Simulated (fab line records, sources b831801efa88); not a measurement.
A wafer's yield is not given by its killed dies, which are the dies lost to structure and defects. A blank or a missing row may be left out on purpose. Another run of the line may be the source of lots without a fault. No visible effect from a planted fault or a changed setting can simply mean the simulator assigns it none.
Which tool was responsible? || flow sky130 || Sampling: 12 lots, 36 wafers, 5 of 708 route steps

## WHAT THE GAUGES READ, wafer by wafer
SKY_FIELD_ISO_THK_MEAS_04. Usual: for FIELD_ISO_CVD_03_THK the level is 165.2 nm and the standard deviation is 1.5.
{"lot": "L182", "measured": "day 1 13:37", "on": "filmMetro-04", "FIELD_ISO_CVD_03_THK (nm)": "166.6 166.9 166.0", "flag": ""}
{"lot": "L183", "measured": "day 1 20:47", "on": "filmMetro-03", "FIELD_ISO_CVD_03_THK (nm)": "163.7 161.5 163.9", "flag": ""}
{"lot": "L184", "measured": "day 2 00:49", "on": "filmMetro-03", "FIELD_ISO_CVD_03_THK (nm)": "165.1 164.8 166.0", "flag": ""}
{"lot": "L185", "measured": "day 2 05:44", "on": "filmMetro-01", "FIELD_ISO_CVD_03_THK (nm)": "161.5 162.8 162.7", "flag": ""}
{"lot": "L187", "measured": "day 2 14:29", "on": "filmMetro-03", "FIELD_ISO_CVD_03_THK (nm)": "166.1 166.1 165.3", "flag": ""}
{"lot": "L188", "measured": "day 2 22:26", "on": "filmMetro-04", "FIELD_ISO_CVD_03_THK (nm)": "165.8 166.0 166.9", "flag": ""}
{"lot": "L190", "measured": "day 3 06:58", "on": "filmMetro-03", "FIELD_ISO_CVD_03_THK (nm)": "161.9 162.8 161.7", "flag": ""}
{"lot": "L191", "measured": "day 3 11:29", "on": "filmMetro-04", "FIELD_ISO_CVD_03_THK (nm)": "167.4 168.3 166.3", "flag": ""}
{"lot": "L195", "measured": "day 4 08:42", "on": "filmMetro-03", "FIELD_ISO_CVD_03_THK (nm)": "166.3 166.3 166.0", "flag": ""}
{"lot": "L201", "measured": "day 5 15:03", "on": "filmMetro-03", "FIELD_ISO_CVD_03_THK (nm)": "164.3 163.8 165.7", "flag": ""}
{"lot": "L204", "measured": "day 6 03:29", "on": "filmMetro-03", "FIELD_ISO_CVD_03_THK (nm)": "165.2 164.5 165.1", "flag": ""}
{"lot": "L205", "measured": "day 6 09:49", "on": "filmMetro-01", "FIELD_ISO_CVD_03_THK (nm)": "165.7 165.9 164.0", "flag": ""}

SKY_NWELL_RS_MEAS_29: uses a four-point probe to measure. Usual: for NWELL_RS the level is 624.4 ohm/sq and the standard deviation is 2.
{"lot": "L182", "measured": "day 5 03:38", "on": "filmMetro-04", "NWELL_RS (ohm/sq)": "622.3 621.9 622.0", "flag": ""}
{"lot": "L183", "measured": "day 5 12:34", "on": "filmMetro-02", "NWELL_RS (ohm/sq)": "620.6 622.2 622.0", "flag": ""}
{"lot": "L184", "measured": "day 5 18:04", "on": "filmMetro-02", "NWELL_RS (ohm/sq)": "623.3 624.5 623.1", "flag": ""}
{"lot": "L185", "measured": "day 6 00:32", "on": "filmMetro-04", "NWELL_RS (ohm/sq)": "627.6 624.8 626.8", "flag": ""}
{"lot": "L187", "measured": "day 6 11:04", "on": "filmMetro-02", "NWELL_RS (ohm/sq)": "622.8 624.6 622.7", "flag": ""}
{"lot": "L188", "measured": "day 6 20:55", "on": "filmMetro-02", "NWELL_RS (ohm/sq)": "625.0 623.3 623.9", "flag": ""}
{"lot": "L190", "measured": "day 7 10:35", "on": "filmMetro-04", "NWELL_RS (ohm/sq)": "623.7 621.7 624.7", "flag": ""}
{"lot": "L191", "measured": "day 7 16:22", "on": "filmMetro-02", "NWELL_RS (ohm/sq)": "623.7 621.7 620.8", "flag": ""}
{"lot": "L195", "measured": "day 8 17:11", "on": "filmMetro-02", "NWELL_RS (ohm/sq)": "620.9 621.2 622.2", "flag": ""}
{"lot": "L201", "measured": "day 10 03:40", "on": "filmMetro-03", "NWELL_RS (ohm/sq)": "635.4 634.5 636.6", "flag": "OFF"}
{"lot": "L204", "measured": "day 10 20:50", "on": "filmMetro-04", "NWELL_RS (ohm/sq)": "633.1 630.9 629.8", "flag": "OFF"}
{"lot": "L205", "measured": "day 11 02:58", "on": "filmMetro-02", "NWELL_RS (ohm/sq)": "622.9 620.9 623.1", "flag": ""}

## WHICH TOOL RAN EACH LOT (tool, then ch and the chambers of the sampled wafers, then the start)
{"lot": "L182", "SKY_FIELD_ISO_STRIP_16": "plasmaAsher-04 ch 0,1, day 2 03:33", "SKY_FIELD_ISO_CMP_27": "cmp-02 ch 0,2,3, day 2 07:38", "SKY_NWELL_IMPLANT_11": "implanter-03 ch 0, day 4 10:02"}
{"lot": "L183", "SKY_FIELD_ISO_STRIP_16": "plasmaAsher-04 ch 0,1, day 2 11:24", "SKY_FIELD_ISO_CMP_27": "cmp-02 ch 0,1,2, day 2 14:48", "SKY_NWELL_IMPLANT_11": "implanter-03 ch 0, day 4 17:34"}
{"lot": "L184", "SKY_FIELD_ISO_STRIP_16": "plasmaAsher-04 ch 0,1, day 2 15:47", "SKY_FIELD_ISO_CMP_27": "cmp-02 ch 0,1,2, day 2 19:52", "SKY_NWELL_IMPLANT_11": "implanter-03 ch 0, day 4 23:01"}
{"lot": "L185", "SKY_FIELD_ISO_STRIP_16": "plasmaAsher-01 ch 0,1, day 2 21:21", "SKY_FIELD_ISO_CMP_27": "cmp-01 ch 0,2,3, day 3 01:02", "SKY_NWELL_IMPLANT_11": "implanter-03 ch 0, day 5 05:17"}
{"lot": "L187", "SKY_FIELD_ISO_STRIP_16": "plasmaAsher-03 ch 0,1, day 3 06:03", "SKY_FIELD_ISO_CMP_27": "cmp-02 ch 0,1, day 3 10:34", "SKY_NWELL_IMPLANT_11": "implanter-01 ch 0, day 5 15:31"}
{"lot": "L188", "SKY_FIELD_ISO_STRIP_16": "plasmaAsher-01 ch 0,1, day 3 14:53", "SKY_FIELD_ISO_CMP_27": "cmp-01 ch 0,2,3, day 3 18:13", "SKY_NWELL_IMPLANT_11": "implanter-02 ch 0, day 6 00:25"}
{"lot": "L190", "SKY_FIELD_ISO_STRIP_16": "plasmaAsher-03 ch 0,1, day 3 23:38", "SKY_FIELD_ISO_CMP_27": "cmp-02 ch 2,3, day 4 02:55", "SKY_NWELL_IMPLANT_11": "implanter-01 ch 0, day 6 14:11"}
{"lot": "L191", "SKY_FIELD_ISO_STRIP_16": "plasmaAsher-03 ch 0,1, day 4 03:53", "SKY_FIELD_ISO_CMP_27": "cmp-01 ch 0,2,3, day 4 10:34", "SKY_NWELL_IMPLANT_11": "implanter-02 ch 0, day 6 20:10"}
{"lot": "L195", "SKY_FIELD_ISO_STRIP_16": "plasmaAsher-03 ch 0,1, day 5 02:31", "SKY_FIELD_ISO_CMP_27": "cmp-02 ch 0,1,3, day 5 06:00", "SKY_NWELL_IMPLANT_11": "implanter-01 ch 0, day 7 19:59"}
{"lot": "L201", "SKY_FIELD_ISO_STRIP_16": "plasmaAsher-04 ch 0,1, day 6 10:19", "SKY_FIELD_ISO_CMP_27": "cmp-01 ch 0,1,3, day 6 13:43", "SKY_NWELL_IMPLANT_11": "implanter-01 ch 0, day 9 04:22"}
{"lot": "L204", "SKY_FIELD_ISO_STRIP_16": "plasmaAsher-01 ch 0, day 6 23:14", "SKY_FIELD_ISO_CMP_27": "cmp-02 ch 2,3, day 7 02:33", "SKY_NWELL_IMPLANT_11": "implanter-01 ch 0, day 9 20:59"}
{"lot": "L205", "SKY_FIELD_ISO_STRIP_16": "plasmaAsher-03 ch 0,1, day 7 05:20", "SKY_FIELD_ISO_CMP_27": "cmp-01 ch 2,3, day 7 08:47", "SKY_NWELL_IMPLANT_11": "implanter-03 ch 0, day 10 02:28"}
- SKY_FIELD_ISO_STRIP_16: strips in O2/N2.
- SKY_FIELD_ISO_CMP_27: polishes, stops on Si3N4, t overpolish 16 s, target thk 457.8 nm.
- SKY_NWELL_IMPLANT_11

## WHAT THE TOOLS THEMSELVES READ (means of the sampled wafers that have a number; where no wafer has one, the mark that the record gives instead)
SKY_FIELD_ISO_STRIP_16. Usual: drypumpMotorCurrentA 6.11 A, standard deviation 0.21; oesProductAu 0.379 a.u., standard deviation 0.0044; stripTimeToEndpointS 3.56 s, standard deviation 0.03.
{"lot": "L182", "tool": "plasmaAsher-04", "drypumpMotorCurrentA (A)": 5.79, "oesProductAu (a.u.)": 0.379, "stripTimeToEndpointS (s)": 3.56, "flag": ""}
{"lot": "L183", "tool": "plasmaAsher-04", "drypumpMotorCurrentA (A)": 5.84, "oesProductAu (a.u.)": 0.378, "stripTimeToEndpointS (s)": 3.57, "flag": ""}
{"lot": "L184", "tool": "plasmaAsher-04", "drypumpMotorCurrentA (A)": 5.83, "oesProductAu (a.u.)": 0.381, "stripTimeToEndpointS (s)": 3.58, "flag": ""}
{"lot": "L185", "tool": "plasmaAsher-01", "drypumpMotorCurrentA (A)": 6.14, "oesProductAu (a.u.)": 0.383, "stripTimeToEndpointS (s)": 3.57, "flag": ""}
{"lot": "L187", "tool": "plasmaAsher-03", "drypumpMotorCurrentA (A)": 6.20, "oesProductAu (a.u.)": 0.380, "stripTimeToEndpointS (s)": 3.56, "flag": ""}
{"lot": "L188", "tool": "plasmaAsher-01", "drypumpMotorCurrentA (A)": 6.16, "oesProductAu (a.u.)": 0.377, "stripTimeToEndpointS (s)": 3.58, "flag": ""}
{"lot": "L190", "tool": "plasmaAsher-03", "drypumpMotorCurrentA (A)": 6.23, "oesProductAu (a.u.)": 0.381, "stripTimeToEndpointS (s)": 3.55, "flag": ""}
{"lot": "L191", "tool": "plasmaAsher-03", "drypumpMotorCurrentA (A)": 6.25, "oesProductAu (a.u.)": 0.378, "stripTimeToEndpointS (s)": 3.53, "flag": ""}
{"lot": "L195", "tool": "plasmaAsher-03", "drypumpMotorCurrentA (A)": 6.19, "oesProductAu (a.u.)": 0.379, "stripTimeToEndpointS (s)": 3.59, "flag": ""}
{"lot": "L201", "tool": "plasmaAsher-04", "drypumpMotorCurrentA (A)": 5.80, "oesProductAu (a.u.)": 0.379, "stripTimeToEndpointS (s)": 3.57, "flag": ""}
{"lot": "L204", "tool": "plasmaAsher-01", "drypumpMotorCurrentA (A)": 6.05, "oesProductAu (a.u.)": 0.376, "stripTimeToEndpointS (s)": 3.56, "flag": ""}
{"lot": "L205", "tool": "plasmaAsher-03", "drypumpMotorCurrentA (A)": 6.26, "oesProductAu (a.u.)": 0.375, "stripTimeToEndpointS (s)": 3.55, "flag": ""}

SKY_FIELD_ISO_CMP_27. Usual: motorCurrentA 12.8 A, standard deviation 1.6; overpolishRunS 16.000 s, standard deviation 0.0095; timeToEndpointS 110 s, standard deviation 4.7.
{"lot": "L182", "tool": "cmp-02", "motorCurrentA (A)": 13.5, "overpolishRunS (s)": 15.999, "timeToEndpointS (s)": 114, "flag": ""}
{"lot": "L183", "tool": "cmp-02", "motorCurrentA (A)": 12.5, "overpolishRunS (s)": 15.998, "timeToEndpointS (s)": 113, "flag": ""}
{"lot": "L184", "tool": "cmp-02", "motorCurrentA (A)": 12.6, "overpolishRunS (s)": 16.005, "timeToEndpointS (s)": 112, "flag": ""}
{"lot": "L185", "tool": "cmp-01", "motorCurrentA (A)": 12.4, "overpolishRunS (s)": 15.998, "timeToEndpointS (s)": 113, "flag": ""}
{"lot": "L187", "tool": "cmp-02", "motorCurrentA (A)": 11.9, "overpolishRunS (s)": 15.997, "timeToEndpointS (s)": 114, "flag": ""}
{"lot": "L188", "tool": "cmp-01", "motorCurrentA (A)": 11.8, "overpolishRunS (s)": 16.005, "timeToEndpointS (s)": 114, "flag": ""}
{"lot": "L190", "tool": "cmp-02", "motorCurrentA (A)": 14.2, "overpolishRunS (s)": 15.995, "timeToEndpointS (s)": 107, "flag": ""}
{"lot": "L191", "tool": "cmp-01", "motorCurrentA (A)": 11.8, "overpolishRunS (s)": 16.005, "timeToEndpointS (s)": 115, "flag": ""}
{"lot": "L195", "tool": "cmp-02", "motorCurrentA (A)": 12.4, "overpolishRunS (s)": 16.002, "timeToEndpointS (s)": 105, "flag": ""}
{"lot": "L201", "tool": "cmp-01", "motorCurrentA (A)": 11.6, "overpolishRunS (s)": 16.001, "timeToEndpointS (s)": 111, "flag": ""}
{"lot": "L204", "tool": "cmp-02", "motorCurrentA (A)": 15.2, "overpolishRunS (s)": 15.993, "timeToEndpointS (s)": 104, "flag": ""}
{"lot": "L205", "tool": "cmp-01", "motorCurrentA (A)": 12.6, "overpolishRunS (s)": 15.993, "timeToEndpointS (s)": 116, "flag": ""}

SKY_NWELL_IMPLANT_11. Usual: 400.00 for beamEnergyKeV, sd 0.12.
{"lot": "L182", "tool": "implanter-03", "beamEnergyKeV": 400.04, "flag": ""}
{"lot": "L183", "tool": "implanter-03", "beamEnergyKeV": 399.89, "flag": ""}
{"lot": "L184", "tool": "implanter-03", "beamEnergyKeV": 400.01, "flag": ""}
{"lot": "L185", "tool": "implanter-03", "beamEnergyKeV": 400.01, "flag": ""}
{"lot": "L187", "tool": "implanter-01", "beamEnergyKeV": 399.98, "flag": ""}
{"lot": "L188", "tool": "implanter-02", "beamEnergyKeV": 399.99, "flag": ""}
{"lot": "L190", "tool": "implanter-01", "beamEnergyKeV": 399.99, "flag": ""}
{"lot": "L191", "tool": "implanter-02", "beamEnergyKeV": 399.97, "flag": ""}
{"lot": "L195", "tool": "implanter-01", "beamEnergyKeV": 399.93, "flag": ""}
{"lot": "L201", "tool": "implanter-01", "beamEnergyKeV": 380.31, "flag": "OFF"}
{"lot": "L204", "tool": "implanter-01", "beamEnergyKeV": 380.35, "flag": "OFF"}
{"lot": "L205", "tool": "implanter-03", "beamEnergyKeV": 399.89, "flag": ""}

## THE ANSWER, worked out from the rows above alone
Rule: a lot is off if the mean of its wafers that have a number lies more than 3 standard deviations from the usual mean. A lot without any number at a reading at which 4 lots or more have one is off too. The other lots that the step has rows for count as sound. Order of review: gauges by route order, followed by the tools' own readings, for which a lot's mean as printed above is used. At the first step where some lot is off, the reading lying furthest off is the one used; lots without a number count as furthest.
Off: L201, L204, at SKY_NWELL_RS_MEAS_29 (NWELL_RS).
A tool fits if, at a process step before that reading, it ran every lot that is off, and no sound lot after the first of them. The gauges at SKY_NWELL_RS_MEAS_29 aren't tried: what is off there is off at SKY_NWELL_IMPLANT_11 too, on other tools, and a gauge's error can't cause that. One candidate fits, namely implanter-01 at SKY_NWELL_IMPLANT_11. Its last sound lot is L195 (day 7 19:59), its first lot that is off L201 (day 9 04:22): a fault that began between those two fits.
On the lots that are off, the tool's own readings at SKY_NWELL_IMPLANT_11 differ by more than 5 times the standard deviation of the sound lots' means, which bears it out; beamEnergyKeV reads 380.33 there versus 399.97 on the sound lots.

## WHAT THE SIMULATOR HAD INSERTED
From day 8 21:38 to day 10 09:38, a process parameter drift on implanter-01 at SKY_NWELL_IMPLANT_11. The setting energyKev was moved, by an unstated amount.
Struck lots among those shown: L201, L204. The rule above reached the same finding.
